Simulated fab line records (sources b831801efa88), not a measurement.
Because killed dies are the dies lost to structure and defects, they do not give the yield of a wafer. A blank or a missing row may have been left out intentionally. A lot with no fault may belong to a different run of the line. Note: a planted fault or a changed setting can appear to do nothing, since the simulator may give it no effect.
Code-filled problem report in 8D (eight disciplines) form | flow sky130 | the parts of the form that need people (team, actions taken, sign-off) are left out

== 1. PROBLEM STATEMENT ==
Wafers without a fault read 0.946 a.u., standard deviation 0.0047; oesProductAu at SKY_VIA3_ETCH_15 reads a mean of 0.375 a.u. on 9 wafers belonging to 3 lots. That is -99 or more standard deviations from the usual mean.
The step: etches SiO2 in C4F8/O2/Ar, stops on TiN, target depth 507 nm, time 78 s.
First seen on wafer L575.2, day 43 04:56, on rieDiel-03. The record holds 30 wafers of 10 lots with a number at this step. The rule behind "out" and "out of limits": a value lying over 4 standard deviations away from the usual mean. The rest of the wafers with a number are treated as sound.

== 2. WHAT IT IS; WHAT IT IS NOT ==
question                    | is                     | is not
which readings at this step | oesProductAu           | rfFwdPowerW
which lots                  | L575, L576, L577       | L567, L580, L581, L583, L587, L588, L589
which wafers of those lots  | all that have a number | -
read on which tools         | rieDiel-01, rieDiel-03 | rieDiel-04
when                        | from day 43 04:56      | up to then (3 sound wafers); but 18 sound wafers of L580, L581, L583, L587, L588, L589 came after

== 3. SUSPECTS, AND WHAT RULES EACH OUT ==
Counting: a tool at any process step up to the reading remains a suspect when it ran all the lots that are out and ran no sound lot after the first of those.
- hdpcvd-01 at SKY_VIA3_HDPCVD_00 (deposits SiO2, target thk 1635 nm, time 272.5 s): ruled out as a lasting fault. Sound lots L580, L581, L583, L587, L589 ran on it after its first lot that is out, L575 (day 42 04:10).
Left after counting: nothing in the record.

== 4. THE CAUSE (what the simulator had put in) ==
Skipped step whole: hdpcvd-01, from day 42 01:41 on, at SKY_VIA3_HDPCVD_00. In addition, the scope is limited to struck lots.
Counting ruled it out, wrongly: the rule takes a fault to strike every lot that its tool runs from its start on, and this one did not.

== 5. THE EFFECT CHAIN, in route order ==
Each row: a reading where the mean over the struck wafers with a number is more than 3 standard deviations away from the usual. Only readings whose record carries a usual standard deviation are examined. hours: median over the lots of the time between each lot's start at the first step of this table that gives one and its start at this step. sigmas: the change, counted in usual standard deviations.
hours | step                  | reading              | usual      | on struck wafers | change | sigmas
0     | SKY_VIA3_ETCH_15      | oesProductAu         | 0.946 a.u. | 0.375            | -0.571 | -99 or more
138   | SKY_PAD_OPEN_PROBE_99 | defectLimitedYield   | 82.5 %     | 0.0              | -82.5  | -38
138   | SKY_PAD_OPEN_PROBE_99 | killed_at_M0_to_M3   | 43         | 483              | +440   | +59
138   | SKY_PAD_OPEN_PROBE_99 | killedAtContacts     | 24         | 5                | -19    | -3.4
138   | SKY_PAD_OPEN_PROBE_99 | killedDies           | 86         | 492              | +406   | +37
138   | SKY_PAD_OPEN_PROBE_99 | killedOnRim          | 17         | 96               | +79    | +22
138   | SKY_PAD_OPEN_PROBE_99 | killedOpen           | 47         | 10               | -37    | -4.9
138   | SKY_PAD_OPEN_PROBE_99 | killedShort          | 39         | 7                | -32    | -4.5
138   | SKY_PAD_OPEN_PROBE_99 | sort_bin_3_pad_short | 0.8 %      | 24.8             | +24.0  | +67
138   | SKY_PAD_OPEN_PROBE_99 | sort_bin_5_function  | 10.4 %     | 72.1             | +61.7  | +39
138   | SKY_PAD_OPEN_PROBE_99 | sortNPass            | 406        | 0                | -406   | -37
138   | SKY_PAD_OPEN_PROBE_99 | sortYieldPct         | 82.5 %     | 0.0              | -82.5  | -38
Its process steps:
- SKY_VIA3_ETCH_15: etches SiO2 in C4F8/O2/Ar, stops on TiN, target depth 507 nm, time 78 s.
- SKY_PAD_OPEN_PROBE_99
Readings that are blank on the struck wafers while sound wafers have them: pressureMtorr at SKY_VIA3_HDPCVD_00; runLengthS at SKY_VIA3_HDPCVD_00; sih4FlowSccm at SKY_VIA3_HDPCVD_00; susceptorTempC at SKY_VIA3_HDPCVD_00.

== 6. HOW IT WOULD HAVE BEEN CAUGHT EARLIER ==
The fault began at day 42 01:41; the first out-of-limits reading in this record came at day 43 04:56, 27 hours later.
At SKY_VIA3_HDPCVD_00 the tool's readings are blank on the struck wafers, where sound wafers have them: an empty tool record is the first sign, and it was there at once.
